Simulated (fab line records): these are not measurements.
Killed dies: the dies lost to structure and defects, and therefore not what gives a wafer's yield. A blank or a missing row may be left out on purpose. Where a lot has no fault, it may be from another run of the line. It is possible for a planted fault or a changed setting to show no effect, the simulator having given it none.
The tool behind it: which one? / flow gf180mcu / 14 lots, 42 wafers sampled, at 4 steps of a route of 602

## WHAT THE GAUGES READ, wafer by wafer
The record holds no reading of a measuring or inspecting step that can be judged against a usual standard deviation.

## EACH LOT AND THE TOOL THAT RAN IT (in order: tool; ch and the chambers of the sampled wafers; start)
lot=L282; GF_HV_LDD_EXPOSE_16=iline_stepper-01 ch 0, day 10 14:32; GF_M3_SPUTTER_01=pvd_sputter-04, day 20 17:45; GF_V3_CVD_02=pecvd-03 ch 1,2, day 21 19:43; GF_V3_ETCH_16=rie_diel-04 ch 1, day 22 20:47
lot=L283; GF_HV_LDD_EXPOSE_16=iline_stepper-01 ch 0, day 10 18:55; GF_M3_SPUTTER_01=pvd_sputter-04, day 20 23:34; GF_V3_CVD_02=pecvd-02 ch 0,1,2, day 22 01:18; GF_V3_ETCH_16=rie_diel-02 ch 0,2,3, day 23 01:52
lot=L284; GF_HV_LDD_EXPOSE_16=iline_stepper-02 ch 0, day 11 07:49; GF_M3_SPUTTER_01=pvd_sputter-02, day 21 15:53; GF_V3_CVD_02=pecvd-04 ch 1,2, day 22 17:10; GF_V3_ETCH_16=rie_diel-01 ch 1,2, day 23 17:22
lot=L285; GF_HV_LDD_EXPOSE_16=iline_stepper-02 ch 0, day 11 22:16; GF_M3_SPUTTER_01=pvd_sputter-03, day 22 08:44; GF_V3_CVD_02=pecvd-02 ch 0,1,2, day 23 09:18; GF_V3_ETCH_16=rie_diel-01 ch 0,1, day 24 08:32
lot=L286; GF_HV_LDD_EXPOSE_16=iline_stepper-02 ch 0, day 12 04:41; GF_M3_SPUTTER_01=pvd_sputter-03, day 22 18:47; GF_V3_CVD_02=pecvd-03 ch 0,1,2, day 23 19:29; GF_V3_ETCH_16=rie_diel-01 ch 0,2,3, day 24 18:17
lot=L287; GF_HV_LDD_EXPOSE_16=iline_stepper-01 ch 0, day 12 16:52; GF_M3_SPUTTER_01=pvd_sputter-04, day 23 08:49; GF_V3_CVD_02=pecvd-04 ch 0,1,2, day 24 09:08; GF_V3_ETCH_16=rie_diel-01 ch 0,2, day 25 07:38
lot=L289; GF_HV_LDD_EXPOSE_16=iline_stepper-01 ch 0, day 12 21:26; GF_M3_SPUTTER_01=pvd_sputter-02, day 23 12:16; GF_V3_CVD_02=pecvd-02 ch 1,2, day 24 12:09; GF_V3_ETCH_16=rie_diel-01 ch 0,2,3, day 25 10:41
lot=L288; GF_HV_LDD_EXPOSE_16=iline_stepper-01 ch 0, day 12 23:45; GF_M3_SPUTTER_01=pvd_sputter-04, day 23 16:57; GF_V3_CVD_02=pecvd-04 ch 0,2, day 24 16:32; GF_V3_ETCH_16=rie_diel-04 ch 2,3, day 25 15:08
lot=L290; GF_HV_LDD_EXPOSE_16=iline_stepper-02 ch 0, day 13 08:12; GF_M3_SPUTTER_01=pvd_sputter-04, day 24 00:21; GF_V3_CVD_02=pecvd-04 ch 0,1, day 25 00:08; GF_V3_ETCH_16=rie_diel-02 ch 1,3, day 25 22:07
lot=L293; GF_HV_LDD_EXPOSE_16=iline_stepper-01, day 14 06:47; GF_M3_SPUTTER_01=-; GF_V3_CVD_02=-; GF_V3_ETCH_16=-
lot=L294; GF_HV_LDD_EXPOSE_16=iline_stepper-01, day 14 09:25; GF_M3_SPUTTER_01=-; GF_V3_CVD_02=-; GF_V3_ETCH_16=-
lot=L302; GF_HV_LDD_EXPOSE_16=iline_stepper-01 ch 0, day 16 22:32; GF_M3_SPUTTER_01=pvd_sputter-02, day 27 16:44; GF_V3_CVD_02=pecvd-04 ch 0,1, day 28 13:22; GF_V3_ETCH_16=rie_diel-04 ch 0,2, day 29 09:32
lot=L303; GF_HV_LDD_EXPOSE_16=iline_stepper-02 ch 0, day 17 04:13; GF_M3_SPUTTER_01=pvd_sputter-04, day 27 20:58; GF_V3_CVD_02=pecvd-03 ch 1,2, day 28 18:01; GF_V3_ETCH_16=rie_diel-02 ch 0,1,2, day 29 14:31
lot=L304; GF_HV_LDD_EXPOSE_16=iline_stepper-01 ch 0, day 17 22:39; GF_M3_SPUTTER_01=pvd_sputter-02, day 28 13:10; GF_V3_CVD_02=pecvd-02 ch 0,1, day 29 09:41; GF_V3_ETCH_16=rie_diel-02 ch 0,1,2, day 30 05:02
- GF_HV_LDD_EXPOSE_16: exposes mask Pplus LV AREA, target cd 400 nm.
- GF_M3_SPUTTER_01: material TiN, target thk 30 nm, time 25 s.
- GF_V3_CVD_02: deposits SiO2 from TEOS, target thk 850 nm, time 94.851 s.
- GF_V3_ETCH_16: etches BARC in N2/H2.

## AS READ BY THE TOOLS THEMSELVES (means over the sampled wafers that have a number; for cases with no such wafer, the mark the record gives instead)
GF_HV_LDD_EXPOSE_16.
lot=L282; tool=iline_stepper-01; exposure_dose_mJ_cm2=139.86; focus_offset_nm (nm)=-0.4
lot=L283; tool=iline_stepper-01; exposure_dose_mJ_cm2=139.88; focus_offset_nm (nm)=0.1
lot=L284; tool=iline_stepper-02; exposure_dose_mJ_cm2=140.05; focus_offset_nm (nm)=-0.1
lot=L285; tool=iline_stepper-02; exposure_dose_mJ_cm2=140.17; focus_offset_nm (nm)=-0.4
lot=L286; tool=iline_stepper-02; exposure_dose_mJ_cm2=140.04; focus_offset_nm (nm)=0.4
lot=L287; tool=iline_stepper-01; exposure_dose_mJ_cm2=140.04; focus_offset_nm (nm)=0.0
lot=L289; tool=iline_stepper-01; exposure_dose_mJ_cm2=140.11; focus_offset_nm (nm)=0.1
lot=L288; tool=iline_stepper-01; exposure_dose_mJ_cm2=139.96; focus_offset_nm (nm)=-0.4
lot=L290; tool=iline_stepper-02; exposure_dose_mJ_cm2=140.02; focus_offset_nm (nm)=0.0
lot=L293; tool=iline_stepper-01; exposure_dose_mJ_cm2=-; focus_offset_nm (nm)=-
lot=L294; tool=iline_stepper-01; exposure_dose_mJ_cm2=-; focus_offset_nm (nm)=-
lot=L302; tool=iline_stepper-01; exposure_dose_mJ_cm2=140.06; focus_offset_nm (nm)=-0.0
lot=L303; tool=iline_stepper-02; exposure_dose_mJ_cm2=139.84; focus_offset_nm (nm)=0.3
lot=L304; tool=iline_stepper-01; exposure_dose_mJ_cm2=140.00; focus_offset_nm (nm)=-0.6

GF_M3_SPUTTER_01.
lot=L282; tool=pvd_sputter-04; throttle_valve_pct (%)=29.7
lot=L283; tool=pvd_sputter-04; throttle_valve_pct (%)=30.2
lot=L284; tool=pvd_sputter-02; throttle_valve_pct (%)=31.4
lot=L285; tool=pvd_sputter-03; throttle_valve_pct (%)=31.0
lot=L286; tool=pvd_sputter-03; throttle_valve_pct (%)=29.4
lot=L287; tool=pvd_sputter-04; throttle_valve_pct (%)=30.1
lot=L289; tool=pvd_sputter-02; throttle_valve_pct (%)=30.3
lot=L288; tool=pvd_sputter-04; throttle_valve_pct (%)=30.2
lot=L290; tool=pvd_sputter-04; throttle_valve_pct (%)=29.6
lot=L302; tool=pvd_sputter-02; throttle_valve_pct (%)=31.7
lot=L303; tool=pvd_sputter-04; throttle_valve_pct (%)=29.7
lot=L304; tool=pvd_sputter-02; throttle_valve_pct (%)=30.3

GF_V3_CVD_02.
lot=L282; tool=pecvd-03; heater_power_w (W)=538; rf_fwd_power_W (W)=594.8
lot=L283; tool=pecvd-02; heater_power_w (W)=715; rf_fwd_power_W (W)=596.8
lot=L284; tool=pecvd-04; heater_power_w (W)=636; rf_fwd_power_W (W)=596.9
lot=L285; tool=pecvd-02; heater_power_w (W)=619; rf_fwd_power_W (W)=596.0
lot=L286; tool=pecvd-03; heater_power_w (W)=606; rf_fwd_power_W (W)=596.3
lot=L287; tool=pecvd-04; heater_power_w (W)=567; rf_fwd_power_W (W)=594.6
lot=L289; tool=pecvd-02; heater_power_w (W)=634; rf_fwd_power_W (W)=597.2
lot=L288; tool=pecvd-04; heater_power_w (W)=540; rf_fwd_power_W (W)=595.9
lot=L290; tool=pecvd-04; heater_power_w (W)=662; rf_fwd_power_W (W)=596.2
lot=L302; tool=pecvd-04; heater_power_w (W)=630; rf_fwd_power_W (W)=596.3
lot=L303; tool=pecvd-03; heater_power_w (W)=622; rf_fwd_power_W (W)=596.5
lot=L304; tool=pecvd-02; heater_power_w (W)=803; rf_fwd_power_W (W)=595.7

GF_V3_ETCH_16.
lot=L282; tool=rie_diel-04; drypump_motor_current_A (A)=6.2; h2_flow_sccm (sccm)=200.0; oes_product_au (a.u.)=0.856; rf_fwd_power_W (W)=494.1; throttle_valve_pct (%)=13.222
lot=L283; tool=rie_diel-02; drypump_motor_current_A (A)=5.6; h2_flow_sccm (sccm)=200.4; oes_product_au (a.u.)=0.860; rf_fwd_power_W (W)=496.2; throttle_valve_pct (%)=13.225
lot=L284; tool=rie_diel-01; drypump_motor_current_A (A)=5.5; h2_flow_sccm (sccm)=199.5; oes_product_au (a.u.)=0.858; rf_fwd_power_W (W)=496.4; throttle_valve_pct (%)=13.221
lot=L285; tool=rie_diel-01; drypump_motor_current_A (A)=5.0; h2_flow_sccm (sccm)=199.8; oes_product_au (a.u.)=0.855; rf_fwd_power_W (W)=498.2; throttle_valve_pct (%)=13.219
lot=L286; tool=rie_diel-01; drypump_motor_current_A (A)=5.7; h2_flow_sccm (sccm)=200.1; oes_product_au (a.u.)=0.853; rf_fwd_power_W (W)=496.1; throttle_valve_pct (%)=13.231
lot=L287; tool=rie_diel-01; drypump_motor_current_A (A)=5.4; h2_flow_sccm (sccm)=200.5; oes_product_au (a.u.)=0.851; rf_fwd_power_W (W)=494.9; throttle_valve_pct (%)=13.233
lot=L289; tool=rie_diel-01; drypump_motor_current_A (A)=5.7; h2_flow_sccm (sccm)=199.8; oes_product_au (a.u.)=0.858; rf_fwd_power_W (W)=496.7; throttle_valve_pct (%)=13.226
lot=L288; tool=rie_diel-04; drypump_motor_current_A (A)=5.4; h2_flow_sccm (sccm)=199.8; oes_product_au (a.u.)=0.858; rf_fwd_power_W (W)=496.2; throttle_valve_pct (%)=13.227
lot=L290; tool=rie_diel-02; drypump_motor_current_A (A)=5.7; h2_flow_sccm (sccm)=199.7; oes_product_au (a.u.)=0.854; rf_fwd_power_W (W)=495.7; throttle_valve_pct (%)=13.227
lot=L302; tool=rie_diel-04; drypump_motor_current_A (A)=5.4; h2_flow_sccm (sccm)=199.8; oes_product_au (a.u.)=0.852; rf_fwd_power_W (W)=494.7; throttle_valve_pct (%)=13.222
lot=L303; tool=rie_diel-02; drypump_motor_current_A (A)=5.5; h2_flow_sccm (sccm)=200.2; oes_product_au (a.u.)=0.858; rf_fwd_power_W (W)=493.2; throttle_valve_pct (%)=13.219
lot=L304; tool=rie_diel-02; drypump_motor_current_A (A)=5.5; h2_flow_sccm (sccm)=200.0; oes_product_au (a.u.)=0.856; rf_fwd_power_W (W)=494.2; throttle_valve_pct (%)=13.223

## THE ANSWER, worked out from the rows above alone
Rule: what is usual is taken from the lots themselves. Put in order of their means at a reading, lots are off if they are a third of the lots or fewer, leave a main group of 4 or more, and stand apart from it by a gap of 3 or more times the standard deviation of the main group's means; of several such gaps the widest counts. A main group is skipped when, at the precision printed for the reading in the tables above, its means are all equal. A lot without any number at a reading at which 4 lots or more have one is off too. All remaining lots with rows at the step are treated as sound. The gauges are gone through in route order, then the tools' own readings, and for those a lot's mean is taken as printed above. At the first step where some lot is off, the reading lying furthest off is the one used; lots without a number count as furthest.
Off, at GF_HV_LDD_EXPOSE_16 on exposure_dose_mJ_cm2: L293, L294. Without a number there: L293, L294. The main group: mean 140.00, standard deviation 0.097.
A tool fits if, at that step or a process step before it, it ran every lot that is off, and no sound lot after the first of them. No candidate that was tried fits.

## WHAT HAD BEEN PUT IN BY THE SIMULATOR
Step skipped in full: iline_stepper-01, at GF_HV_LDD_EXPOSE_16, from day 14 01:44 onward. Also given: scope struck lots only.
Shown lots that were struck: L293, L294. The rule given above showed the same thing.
